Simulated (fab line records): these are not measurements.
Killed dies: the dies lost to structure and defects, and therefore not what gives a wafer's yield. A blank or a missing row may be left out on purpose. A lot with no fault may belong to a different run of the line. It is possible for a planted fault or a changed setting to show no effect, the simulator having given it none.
Comparing a struck lot with a sound one -- flow sfq line -- 37 steps out of a route of 325
Sound: these wafers, L834.1, L834.2, L834.3. Struck: wafer L838.2 (left out: L838.4, L838.5 of the same lot, which were not struck); the cause appears at the end.
Per side, at each step with rows, come the tool, then ch with its chambers, and then its first start. Under that, the readings that differ: sound wafers -- struck wafers -- difference of the means -- sigmas: that difference in standard deviations of wafers without a fault.
alike: same words and numbers on both sides, and readings whose means sit less than 2 such deviations apart. not compared: any withheld reading, any reading some wafer has no value for, any bound like >300 that may hide the same value, and any number with overlapping values for which the record gives no deviation.
A row with sigmas, a row that says differs or no value, or rows on one side alone: a step with any of these is where the two part. Numbers that don't overlap but have no deviation are shown without sigmas and don't part them. Lack of a reading on every wafer of one side parts them only where that side has two or more wafers.

SFQ_R5_THK_MEAS_934: measures by xrf.
  sound on film metro-03, day 65 15:41; struck on film metro-04, day 67 21:38
  alike: R5_MONX_THK
then, 6 steps without rows for these wafers: SFQ_TRILAYER_R5_LITHO_COAT_141 (resist thk 62 nm); SFQ_TRILAYER_R5_LITHO_COAT_136 (resist thk 600 nm); SFQ_TRILAYER_R5_LITHO_SOFTBAKE_140; SFQ_TRILAYER_R5_LITHO_EXPOSE_137 (exposes mask R5, target cd 500 nm); SFQ_TRILAYER_R5_LITHO_PEB_139 (peb time 60 s); SFQ_TRILAYER_R5_LITHO_DEVELOP_138 (time 60 s).
-- the record jumps here: 4 days lie between the struck wafers' starts before and after --
SFQ_R5_OVL_MEAS_935:
  sound on overlay-01, day 69 15:37; struck on overlay-01, day 72 07:03
  alike: R5_OVL
then, 1 step without rows for these wafers: SFQ_TRILAYER_R5_BARC_OPEN_METAL_ETCH_177 (etches BARC in O2, target depth 125 nm, time 41.7 s).
SFQ_TRILAYER_R5_ETCH_METAL_ETCH_139: etches the open film in Cl2, stops on SiO2, target depth 60 nm, time 40 s.
  sound on rie metal-01 ch 0,1, day 69 15:43; struck on rie metal-01 ch 1, day 72 07:08
  alike: drypump motor current A, oes product au, rf fwd power W
  not compared: rf hours counter h
then, 2 steps without rows for these wafers: SFQ_TRILAYER_R5_STRIP_STRIP_140 (strips in O2); SFQ_TRILAYER_R5_STRIP_SOLV_CLEAN_141 (cleans in NMP, time 600 s).
SFQ_TRILAYER_A5C_DEP_PECVD_142: deposits SiO2 from SiH4/N2O, time 15.556 s, target thk 70 nm.
  sound on pecvd-03 ch 0,1,2, day 69 16:32; struck on pecvd-03 ch 2, day 72 07:58
reading,sound,struck,difference,sigmas
model.SiO2_of_TRILAYER_A5C_DEP_PECVD_142.thk nm (nm),69.95 69.13 68.71,106.6,+37.3,
  alike: heater power w, rf fwd power W, throttle valve pct
then, 6 steps without rows for these wafers: SFQ_TRILAYER_I5_LITHO_COAT_149 (resist thk 62 nm); SFQ_TRILAYER_I5_LITHO_COAT_144 (resist thk 650 nm); SFQ_TRILAYER_I5_LITHO_SOFTBAKE_148; SFQ_TRILAYER_I5_LITHO_EXPOSE_145 (exposes mask I5, target cd 700 nm); SFQ_TRILAYER_I5_LITHO_PEB_147 (peb time 60 s); SFQ_TRILAYER_I5_LITHO_DEVELOP_146 (time 60 s).
SFQ_I5_OVL_MEAS_936:
  sound on overlay-02, day 70 05:04; struck on overlay-02, day 72 13:09
reading,sound,struck,difference,sigmas
I5_OVL (nm),12 9 7,-3,-12,-3
then, 1 step without rows for these wafers: SFQ_TRILAYER_I5_BARC_OPEN_VIA_ETCH_200 (etches BARC in O2, target depth 125 nm, time 41.7 s).
SFQ_TRILAYER_I5_ETCH_VIA_ETCH_147: etches the open film in CHF3, stops on Nb, target depth 360 nm.
  sound on rie diel-03 ch 0,2,3, day 70 05:08; struck on rie diel-01 ch 1, day 72 13:13
  alike: drypump motor current A, oes product au, rf fwd power W
SFQ_TRILAYER_I5_STRIP_STRIP_148: strips in O2.
  sound on rie metal-03 ch 0,1, day 70 05:17; struck on rie metal-02 ch 0, day 72 13:22
  alike: drypump motor current A, oes product au
  not compared: rf hours counter h
then, 7 steps without rows for these wafers: SFQ_TRILAYER_I5_STRIP_SOLV_CLEAN_149 (cleans in NMP, time 600 s); SFQ_TRILAYER_C5_LITHO_COAT_156 (resist thk 62 nm); SFQ_TRILAYER_C5_LITHO_COAT_151 (resist thk 650 nm); SFQ_TRILAYER_C5_LITHO_SOFTBAKE_155; SFQ_TRILAYER_C5_LITHO_EXPOSE_152 (exposes mask C5, target cd 500 nm); SFQ_TRILAYER_C5_LITHO_PEB_154 (peb time 60 s); SFQ_TRILAYER_C5_LITHO_DEVELOP_153 (time 60 s).
-- the record jumps here: 5 days lie between the struck wafers' starts before and after --
SFQ_C5_OVL_MEAS_937:
  sound on overlay-02, day 74 03:40; struck on overlay-02, day 77 02:28
reading,sound,struck,difference,sigmas
C5_OVL (nm),-12 -10 -13,7,+19,+4
SFQ_TRILAYER_C5_BARC_OPEN_VIA_ETCH_210: etches BARC in O2, target depth 125 nm, time 41.7 s.
  sound on rie diel-04 ch 0,1,2, day 74 03:42; struck on rie diel-03 ch 2, day 77 02:30
reading,sound,struck,difference,sigmas
drypump motor current A (A),6.2 5.4 5.5,4.7,-1.0,-2
rf hours counter h (h),21 11 16,4,-12,
  alike: oes product au, rf fwd power W
SFQ_TRILAYER_C5_ETCH_VIA_ETCH_154: etches SiO2 in CHF3, stops on Nb, target depth 84 nm.
  sound on rie diel-04 ch 0,1,2, day 74 03:44; struck on rie diel-03 ch 2, day 77 02:32
reading,sound,struck,difference,sigmas
drypump motor current A (A),6.2 5.4 5.5,4.7,-1.0,-2
oes product au (a.u.),0.893 0.891 0.891,1.000,+0.108,+13
model.etch.depth nm (nm),69.95 69.13 68.71,83.68,+14.42,
model.C5.feature depth nm (nm),69.95 69.13 68.71,83.68,+14.42,
  alike: rf fwd power W
SFQ_TRILAYER_C5_STRIP_STRIP_155: strips in O2.
  sound on rie metal-01 ch 0,1, day 74 03:47; struck on rie metal-02 ch 0, day 77 02:35
  alike: drypump motor current A, oes product au
  not compared: rf hours counter h
then, 1 step without rows for these wafers: SFQ_TRILAYER_C5_STRIP_SOLV_CLEAN_156 (cleans in NMP, time 600 s).
SFQ_TRILAYER_M6_DEP_PRE_CLEAN_158: time 22.5 s.
  sound on pvd sputter-03, day 74 04:34; struck on pvd sputter-04, day 77 03:22
reading,sound,struck,difference,sigmas
model.SiO2_of_TRILAYER_A5C_DEP_PECVD_142.thk nm (nm),62.45 61.63 61.21,99.13,+37.37,
then, 1 step without rows for these wafers: SFQ_TRILAYER_M6_DEP_SPUTTER_157 (material Nb, target thk 200 nm, time 133.3 s).

## WHERE THEY PART
First at SFQ_I5_OVL_MEAS_936; last, within this record, at SFQ_TRILAYER_C5_ETCH_VIA_ETCH_154. Later steps at which nothing parts them and some readings are alike: SFQ_TRILAYER_C5_STRIP_STRIP_155.

WHY: what the simulator had put in
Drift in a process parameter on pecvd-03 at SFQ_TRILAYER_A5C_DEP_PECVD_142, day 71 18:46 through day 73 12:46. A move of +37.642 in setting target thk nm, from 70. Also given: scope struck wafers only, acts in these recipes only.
